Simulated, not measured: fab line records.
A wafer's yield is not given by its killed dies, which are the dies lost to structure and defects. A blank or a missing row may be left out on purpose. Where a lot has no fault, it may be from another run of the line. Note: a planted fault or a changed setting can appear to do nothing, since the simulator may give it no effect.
8D (eight disciplines) problem report, filled in by code :: flow gf180mcu :: the parts of the form that need people (team, actions taken, sign-off) are left out

## 1. WHAT IS WRONG
Mean of bias-w at GF_V2_ETCH_17: 1442 W across 2 wafers in 2 lots; on wafers with no fault it is 1200 W (standard deviation 3.8). Relative to the usual mean, that is a shift of +64 standard deviations.
The step: etches SiO2 in C4F8/O2/Ar, stops on TiN, target depth 630 nm.
First observed at day 25 14:00: wafer L543.5, on rie-diel-02. At this step, 42 wafers from 14 lots have a number in the record. Rule for "out", or "out of limits": more than 4 standard deviations from the usual mean. Any other wafer with a number is counted as sound.

## 2. WHAT THIS IS AND IS NOT
question: which readings at this step
is: bias-w
is not: -

question: which lots
is: L543, L545
is not: L530, L531, L532, L533, L534, L537, L538, L544, L546, L550, L551, L552

question: which wafers of those lots
is: L543.5, L545.2
is not: L543.4, L543.6, L545.4, L545.5

question: read on which tools
is: rie-diel-02
is not: rie-diel-01, rie-diel-04

question: when
is: from day 25 14:00
is not: up to then (26 sound wafers); but 14 sound wafers of L545, L546, L550, L551, L552 came after

## 3. THE SUSPECTS, EACH WITH WHAT RULES IT OUT
Counting: if a tool at a process step up to the reading ran every lot that is out, it stays a suspect. Sound lots after the first of them don't rule it out here, since some wafers of a struck lot are sound.
- rie-diel-02 at GF_V2_ETCH_17 (etches SiO2 in C4F8/O2/Ar, stops on TiN, target depth 630 nm): kept. It ran every lot that is out, first L543 (day 25 14:00); its last sound lot up to then is L537 (day 23 10:00). Its own readings are out on those wafers: bias-w.
- rie-diel-02, GF_V2_ETCH_17: wafers that are out in chamber 2, sound lot-mates in chambers 0, 1, 3.
After counting, what remains is rie-diel-02 at GF_V2_ETCH_17.

## 4. THE CAUSE (what the simulator had put in)
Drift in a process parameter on rie-diel-02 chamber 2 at GF_V2_ETCH_17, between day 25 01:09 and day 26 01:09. The setting bias-w was moved by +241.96, starting from 1200. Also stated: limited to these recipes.
The count eliminated every tool but this one.

## 5. SEQUENCE OF EFFECTS, ordered by route
Rows list readings where the struck wafers' mean (over those with a number) sits beyond 3 standard deviations from the usual. Only readings for which the record gives a usual standard deviation are gone through. hours: the time from each lot's start at the first step in this table that gives one to its start at this step, as a median over the lots. sigmas: the change in usual standard deviations.
hours: 0
step: GF_V2_ETCH_17
reading: bias-w
usual: 1200 W
on struck wafers: 1442
change: +242
sigmas: +64
It contains these process steps:
- GF_V2_ETCH_17: etches SiO2 in C4F8/O2/Ar, stops on TiN, target depth 630 nm.

## 6. HOW IT WOULD HAVE BEEN CAUGHT EARLIER
In this record the first reading out of limits was taken at day 25 14:00, 13 hours after the fault began at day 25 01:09.
